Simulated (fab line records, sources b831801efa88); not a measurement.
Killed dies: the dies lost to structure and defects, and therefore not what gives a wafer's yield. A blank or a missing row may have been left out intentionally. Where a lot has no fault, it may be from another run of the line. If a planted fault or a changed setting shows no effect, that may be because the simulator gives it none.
The tool behind it: which one? | flow sky130 | 11 lots with 33 wafers sampled at 4 steps, on a route of 708 steps

## WHAT THE GAUGES SHOWED, per wafer
SKY_METAL1_CD_MEAS_15: the cd target is 140 nm. Usual: 139.6 nm for cd nm, sd 1.6.
lot  | measured     | on        | cd nm (nm)        | flag
L186 | day 32 19:52 | cd sem-02 | 139.9 137.6 140.1 |
L187 | day 33 12:20 | cd sem-02 | 140.7 139.7 139.9 |
L189 | day 33 22:01 | cd sem-01 | 139.0 139.0 140.4 |
L190 | day 34 04:19 | cd sem-02 | 57.3 65.0 -       | OFF
L191 | day 34 15:38 | cd sem-02 | 18.4 71.6 53.5    | OFF
L200 | day 37 01:35 | cd sem-01 | 138.5 137.4 138.3 |
L201 | day 37 06:22 | cd sem-02 | 135.3 135.5 135.8 |
L204 | day 38 08:28 | cd sem-02 | 136.3 135.5 137.9 |
L205 | day 38 13:04 | cd sem-01 | 139.6 139.2 138.3 |
L207 | day 39 09:11 | cd sem-01 | 139.6 140.1 142.9 |
L209 | day 39 21:08 | cd sem-02 | 140.9 141.9 141.1 |

## EACH LOT AND THE TOOL THAT RAN IT (in order: tool; ch and the chambers of the sampled wafers; start)
lot  | SKY_CONTACT_CMP_27            | SKY_METAL1_SPUTTER_01        | SKY_METAL1_EXPOSE_12
L186 | cmp-02 ch 0,1,3, day 31 15:46 | pvd sputter-01, day 31 16:02 | krf scanner-02 ch 0, day 32 06:35
L187 | cmp-02 ch 1,2, day 32 09:07   | pvd sputter-01, day 32 09:23 | krf scanner-02 ch 0, day 32 23:08
L189 | cmp-02 ch 0,2, day 32 19:07   | pvd sputter-04, day 32 19:27 | krf scanner-01 ch 0, day 33 09:31
L190 | cmp-02 ch 0,1,3, day 33 01:23 | pvd sputter-02, day 33 01:43 | krf scanner-02 ch 0, day 33 15:29
L191 | cmp-01 ch 0,1,3, day 33 12:10 | pvd sputter-04, day 33 12:29 | krf scanner-02 ch 0, day 34 01:56
L200 | cmp-01 ch 0,1,2, day 35 23:22 | pvd sputter-02, day 35 23:35 | krf scanner-02 ch 0, day 36 12:55
L201 | cmp-01 ch 1,2,3, day 36 04:12 | pvd sputter-01, day 36 04:28 | krf scanner-02 ch 0, day 36 17:50
L204 | cmp-02 ch 0,1,3, day 37 06:22 | pvd sputter-01, day 37 06:38 | krf scanner-01 ch 0, day 37 20:02
L205 | cmp-01 ch 0,1,2, day 37 11:25 | pvd sputter-02, day 37 11:41 | krf scanner-01 ch 0, day 38 01:41
L207 | cmp-02 ch 1,3, day 38 07:40   | pvd sputter-02, day 38 07:56 | krf scanner-02 ch 0, day 38 20:53
L209 | cmp-01 ch 0,2,3, day 38 19:57 | pvd sputter-01, day 38 20:13 | krf scanner-01 ch 0, day 39 09:02
- SKY_CONTACT_CMP_27: polishes, stops on SiO2, t overpolish 15 s, target thk 0 nm.
- SKY_METAL1_SPUTTER_01: material TiN, target thk 20 nm, time 16.7 s.
- SKY_METAL1_EXPOSE_12: exposes mask MM1, target cd 140 nm.

## WHAT THE TOOLS THEMSELVES READ (means of the sampled wafers that have a number; where no wafer has one, the mark that the record gives instead)
SKY_CONTACT_CMP_27. Usual: motor current A 11.4 A, standard deviation 1.3; overpolish run s 15.000 s, standard deviation 0.0091; slurry filter dp kPa 13.49 kPa, standard deviation 0.14; time to endpoint s 83 s, standard deviation 3.8.
lot  | tool   | motor current A (A) | overpolish run s (s) | slurry filter dp kPa (kPa) | time to endpoint s (s) | flag
L186 | cmp-02 | 12.3                | 14.995               | 13.54                      | 79                     |
L187 | cmp-02 | 11.5                | 15.005               | 13.71                      | 82                     |
L189 | cmp-02 | 12.6                | 15.005               | 13.49                      | 83                     |
L190 | cmp-02 | 12.5                | 15.000               | 13.60                      | 84                     |
L191 | cmp-01 | 10.6                | 14.999               | 13.41                      | 87                     |
L200 | cmp-01 | 11.0                | 14.995               | 13.51                      | 86                     |
L201 | cmp-01 | 10.1                | 14.997               | 13.51                      | 86                     |
L204 | cmp-02 | 12.3                | 15.007               | 13.48                      | 81                     |
L205 | cmp-01 | 10.5                | 14.997               | 13.50                      | 79                     |
L207 | cmp-02 | 12.2                | 14.997               | 13.39                      | 82                     |
L209 | cmp-01 | 10.1                | 14.990               | 13.30                      | 81                     |

SKY_METAL1_SPUTTER_01. Usual: 30.3 % for throttle valve pct, sd 1.3.
lot  | tool           | throttle valve pct (%) | flag
L186 | pvd sputter-01 | 29.8                   |
L187 | pvd sputter-01 | 30.8                   |
L189 | pvd sputter-04 | 30.6                   |
L190 | pvd sputter-02 | 30.3                   |
L191 | pvd sputter-04 | 30.7                   |
L200 | pvd sputter-02 | 29.2                   |
L201 | pvd sputter-01 | 31.3                   |
L204 | pvd sputter-01 | 29.8                   |
L205 | pvd sputter-02 | 29.5                   |
L207 | pvd sputter-02 | 30.6                   |
L209 | pvd sputter-01 | 30.9                   |

SKY_METAL1_EXPOSE_12. Usual: stage vel mm s 500.10 mm/s, standard deviation 0.27.
lot  | tool           | stage vel mm s (mm/s) | flag
L186 | krf scanner-02 | 499.99                |
L187 | krf scanner-02 | 500.14                |
L189 | krf scanner-01 | 499.92                |
L190 | krf scanner-02 | 500.10                |
L191 | krf scanner-02 | 499.93                |
L200 | krf scanner-02 | 499.73                |
L201 | krf scanner-02 | 500.18                |
L204 | krf scanner-01 | 499.65                |
L205 | krf scanner-01 | 499.80                |
L207 | krf scanner-02 | 500.16                |
L209 | krf scanner-01 | 500.38                |

## THE ANSWER, worked out from the rows above alone
Rule: a lot counts as off when the mean over its wafers that have a number is more than 3 standard deviations away from the usual mean. Also off: a lot with no number at a reading for which 4 or more lots have one. Where the step has rows for the other lots, those lots are counted as sound. After the gauges, taken in route order, come the tools' own readings; for these a lot's mean is taken, as printed above. At the first step where some lot is off, the reading lying furthest off is the one used; lots without a number count as furthest.
Off: L190, L191, at SKY_METAL1_CD_MEAS_15 (cd nm).
If a tool, at a process step before that reading, ran all the lots that are off and no sound lot after the first of them, it fits. Those tools and the gauges at SKY_METAL1_CD_MEAS_15 are tried in the same way. None of those tried fits.

## WHAT THE SIMULATOR PUT IN
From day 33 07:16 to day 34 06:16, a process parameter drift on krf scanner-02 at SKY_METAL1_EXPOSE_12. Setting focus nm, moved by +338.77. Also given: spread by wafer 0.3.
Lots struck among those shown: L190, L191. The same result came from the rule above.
